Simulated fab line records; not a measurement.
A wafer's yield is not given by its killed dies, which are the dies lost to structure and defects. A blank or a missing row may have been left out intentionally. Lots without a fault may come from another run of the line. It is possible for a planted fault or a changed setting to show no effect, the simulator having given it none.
Which tool is to blame? :: flow sky130 :: Sampling: 9 lots, 27 wafers, 3 of 708 route steps

== WHAT EACH GAUGE READ, for each wafer ==
SKY_LOCAL_INTERCONNECT_RS_MEAS_01: measures by four-point-probe.
lot: L604
measured: day 29 21:07
on: film metro-01
LOCAL_INTERCONNECT_TIN_RS (ohm/sq): 14.13 14.12 14.13

lot: L605
measured: day 30 05:05
on: film metro-01
LOCAL_INTERCONNECT_TIN_RS (ohm/sq): 14.01 14.05 13.80

lot: L607
measured: day 31 05:28
on: film metro-01
LOCAL_INTERCONNECT_TIN_RS (ohm/sq): 13.94 14.04 14.17

lot: L615
measured: day 33 07:45
on: film metro-02
LOCAL_INTERCONNECT_TIN_RS (ohm/sq): 13.25 13.37 13.32 13.26 13.38 13.37

lot: L616
measured: day 33 13:00
on: film metro-03
LOCAL_INTERCONNECT_TIN_RS (ohm/sq): 13.43 13.42 13.46

lot: L620
measured: day 35 12:47
on: film metro-02
LOCAL_INTERCONNECT_TIN_RS (ohm/sq): 14.20 14.31 14.05

lot: L619
measured: day 35 13:05
on: film metro-03
LOCAL_INTERCONNECT_TIN_RS (ohm/sq): 14.17 14.11 14.19

lot: L624
measured: day 36 02:16
on: film metro-03
LOCAL_INTERCONNECT_TIN_RS (ohm/sq): 14.30 14.30 14.33

lot: L625
measured: day 36 10:15
on: film metro-03
LOCAL_INTERCONNECT_TIN_RS (ohm/sq): 14.07 14.31 14.28

SKY_LOCAL_INTERCONNECT_THK_MEAS_02: measures by xrf.
lot: L604
measured: day 29 21:13
on: film metro-01
LOCAL_INTERCONNECT_TIN_THK (nm): 101.1 101.1 101.2

lot: L605
measured: day 30 05:11
on: film metro-01
LOCAL_INTERCONNECT_TIN_THK (nm): 102.3 102.1 103.2

lot: L607
measured: day 31 05:35
on: film metro-01
LOCAL_INTERCONNECT_TIN_THK (nm): 102.2 101.1 100.6

lot: L615
measured: day 33 10:05
on: film metro-02
LOCAL_INTERCONNECT_TIN_THK (nm): 107.9 106.7 107.1 107.6 107.1 107.2

lot: L616
measured: day 33 13:07
on: film metro-03
LOCAL_INTERCONNECT_TIN_THK (nm): 105.3 105.1 105.1

lot: L620
measured: day 35 12:53
on: film metro-02
LOCAL_INTERCONNECT_TIN_THK (nm): 100.9 100.6 101.9

lot: L619
measured: day 35 13:12
on: film metro-03
LOCAL_INTERCONNECT_TIN_THK (nm): 99.8 99.6 99.5

lot: L624
measured: day 36 02:22
on: film metro-03
LOCAL_INTERCONNECT_TIN_THK (nm): 98.6 98.9 98.8

lot: L625
measured: day 36 10:22
on: film metro-03
LOCAL_INTERCONNECT_TIN_THK (nm): 100.2 98.5 99.0

== EACH LOT AND THE TOOL THAT RAN IT (in order: tool; ch and the chambers of the sampled wafers; start) ==
lot: L604
SKY_LOCAL_INTERCONNECT_SPUTTER_00: pvd sputter-03, day 29 21:01

lot: L605
SKY_LOCAL_INTERCONNECT_SPUTTER_00: pvd sputter-01, day 30 04:59

lot: L607
SKY_LOCAL_INTERCONNECT_SPUTTER_00: pvd sputter-01, day 31 05:23

lot: L615
SKY_LOCAL_INTERCONNECT_SPUTTER_00: pvd sputter-01, day 33 07:41

lot: L616
SKY_LOCAL_INTERCONNECT_SPUTTER_00: pvd sputter-01, day 33 12:56

lot: L620
SKY_LOCAL_INTERCONNECT_SPUTTER_00: pvd sputter-02, day 35 12:40

lot: L619
SKY_LOCAL_INTERCONNECT_SPUTTER_00: pvd sputter-03, day 35 13:01

lot: L624
SKY_LOCAL_INTERCONNECT_SPUTTER_00: pvd sputter-03, day 36 02:08

lot: L625
SKY_LOCAL_INTERCONNECT_SPUTTER_00: pvd sputter-02, day 36 10:10
- SKY_LOCAL_INTERCONNECT_SPUTTER_00: material TiN, target thk 100 nm, time 83.3 s.

== WHAT THE TOOLS THEMSELVES READ (means of the sampled wafers that have a number; where no wafer has one, the mark that the record gives instead) ==
SKY_LOCAL_INTERCONNECT_SPUTTER_00.
lot: L604
tool: pvd sputter-03
cathode dc power W (W): 6501.1
throttle valve pct (%): 28.8

lot: L605
tool: pvd sputter-01
cathode dc power W (W): 6499.5
throttle valve pct (%): 30.3

lot: L607
tool: pvd sputter-01
cathode dc power W (W): 6499.4
throttle valve pct (%): 30.0

lot: L615
tool: pvd sputter-01
cathode dc power W (W): 6739.0
throttle valve pct (%): 30.1

lot: L616
tool: pvd sputter-01
cathode dc power W (W): 6741.1
throttle valve pct (%): 30.2

lot: L620
tool: pvd sputter-02
cathode dc power W (W): 6500.6
throttle valve pct (%): 30.7

lot: L619
tool: pvd sputter-03
cathode dc power W (W): 6499.6
throttle valve pct (%): 29.5

lot: L624
tool: pvd sputter-03
cathode dc power W (W): 6499.9
throttle valve pct (%): 28.6

lot: L625
tool: pvd sputter-02
cathode dc power W (W): 6500.1
throttle valve pct (%): 29.8

== THE ANSWER, worked out from the rows above alone ==
Rule: usual is defined by the lots themselves. The widest of any qualifying gaps counts: lots, ordered by their means at a reading, are off when they make up no more than a third of the lots, leave a main group of 4 or more, and stand apart from it by 3 or more times the standard deviation of that group's means. A main group is skipped when, at the precision printed for the reading in the tables above, its means are all equal. A lot without any number at a reading at which 4 lots or more have one is off too. All remaining lots with rows at the step are treated as sound. First the gauges in route order, then the tools' own readings, where a lot's mean is used as printed above. The first step at which some lot is off is used, and at that step the reading that is off furthest; a lot without a number counts as furthest.
Off: at SKY_LOCAL_INTERCONNECT_RS_MEAS_01 (LOCAL_INTERCONNECT_TIN_RS), L615, L616. Main group: mean 14.14 ohm/sq, sd 0.11.
If a tool, at a process step before that reading, ran all the lots that are off and no sound lot after the first of them, it fits. The gauges at SKY_LOCAL_INTERCONNECT_RS_MEAS_01 aren't tried: what is off there is off at SKY_LOCAL_INTERCONNECT_SPUTTER_00 too, on other tools, and a gauge's error can't cause that. One fits: SKY_LOCAL_INTERCONNECT_SPUTTER_00 on pvd sputter-01. A fault onset in the window from L607 (day 31 05:23, its last sound lot) to L615 (day 33 07:41, its first lot off) fits.
The tool's own readings at SKY_LOCAL_INTERCONNECT_SPUTTER_00 bear it out: on the lots that are off they differ by more than 5 times the standard deviation of the sound lots' means. cathode dc power W reads 6740.1 W there against 6500.0 W on the sound lots.

== WHAT THE SIMULATOR HAD INSERTED ==
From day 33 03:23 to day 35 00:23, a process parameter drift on pvd sputter-01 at SKY_LOCAL_INTERCONNECT_SPUTTER_00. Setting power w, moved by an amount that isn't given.
Struck lots among those shown: L615, L616. Same finding as the rule above.
